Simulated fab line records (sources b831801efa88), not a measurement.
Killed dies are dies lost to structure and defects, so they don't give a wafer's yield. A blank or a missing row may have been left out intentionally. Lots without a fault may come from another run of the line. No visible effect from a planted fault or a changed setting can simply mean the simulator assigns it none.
Comparing a struck lot with a sound one | flow sky130 | 15 out of 708 route steps
Sound: these wafers, L608.1, L608.5, L608.6. Wafers struck: L599.1, L599.2, L599.5. Last of all comes the cause.
At each step with rows: each side's tool, then ch and its chambers, then its first start. Under that, the readings that differ: sound wafers | struck wafers | difference of the means | sigmas: that difference in standard deviations of wafers without a fault.
alike: readings with means less than 2 such deviations apart, plus words and numbers identical on both sides. not compared: withheld readings, readings lacking a value on some wafer, bounds such as >300 that could conceal the same value, and numbers that have no deviation in the record and whose values overlap.
The two part at a step that has a row with sigmas, a row that says differs or no value, or rows on one side only. Non-overlapping numbers with no deviation appear without sigmas and do not part them. A reading that every wafer of one side lacks parts them only if that side has two wafers or more.

first, 1 step without rows for these wafers: SKY_SONOS_ONO_CVD_04 (deposits SiO2 from SiH4/N2O, target thk 5.7199 nm).
SKY_SONOS_ONO_THK_MEAS_05:
  sound on film metro-02, day 17 20:38; struck on film metro-03, day 14 19:03
  alike: SONOS_ONO_CVD_04_THK
then, 7 steps without rows for these wafers: SKY_SONOS_ONO_DEHYDRATE_06 (time 60 s); SKY_SONOS_ONO_HMDS_07 (prime time 60 s); SKY_SONOS_ONO_COAT_08 (resist thk 1140 nm); SKY_SONOS_ONO_SOFTBAKE_09 (time 60 s); SKY_SONOS_ONO_EXPOSE_10 (exposes mask ONOM, target cd 410 nm); SKY_SONOS_ONO_PEB_11; SKY_SONOS_ONO_DEVELOP_12 (develop time 60 s).
SKY_SONOS_ONO_CD_MEAS_13: the cd target is 410 nm.
  sound on cd sem-02, day 19 02:43; struck on cd sem-01, day 15 21:34
  alike: cd nm
SKY_SONOS_ONO_OVL_MEAS_14:
  sound on overlay-02, day 19 02:50; struck on overlay-02, day 15 21:41
  alike: SONOS_ONO_OVL
SKY_SONOS_ONO_ETCH_15: etches the open film in CHF3/O2, target depth 19.52 nm, time 7.8 s.
  sound on rie diel-03 ch 2,3, day 19 02:52; struck on rie diel-03 ch 1,2, day 15 21:43
  alike: O2_flow_sccm, bias w, drypump motor current A, oes product au, throttle valve pct
  not compared: rf hours counter h
SKY_SONOS_ONO_WET_ETCH_16: etches SiO2 in dHF, target depth 14 nm, time 280 s.
  sound on wet bench-03 ch 0, day 19 02:53; struck on wet bench-04 ch 1, day 15 21:44
  reading    | sound             | struck            | difference | sigmas
  temp c (C) | 24.90 24.91 24.94 | 24.08 23.92 23.97 | -0.93      | -8
SKY_SONOS_ONO_STRIP_17: strips in O2/N2.
  sound on plasma asher-04 ch 0,1, day 19 02:59; struck on plasma asher-03 ch 0,1, day 15 21:50
  reading                     | sound       | struck      | difference | sigmas
  drypump motor current A (A) | 5.4 5.5 5.4 | 6.6 6.3 6.3 | +1.0       | +2
  alike: oes product au, strip time to endpoint s
  not compared: rf hours counter h
-- a jump in the record: the struck wafers' starts before and after are 32 days apart (it breaks off in module SONOS_ONO and resumes in module PAD_OPEN, where the first step shown is number 708 of the route) --
SKY_PAD_OPEN_PROBE_99:
  record: rows for the struck wafers here (prober-02, day 48 08:14), none for the sound ones

## WHERE THEY PART
Last at SKY_PAD_OPEN_PROBE_99 as far as this record goes, first at SKY_SONOS_ONO_WET_ETCH_16.

WHY: what had been put in by the simulator
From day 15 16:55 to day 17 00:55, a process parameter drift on wet bench-04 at SKY_SONOS_ONO_WET_ETCH_16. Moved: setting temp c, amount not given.
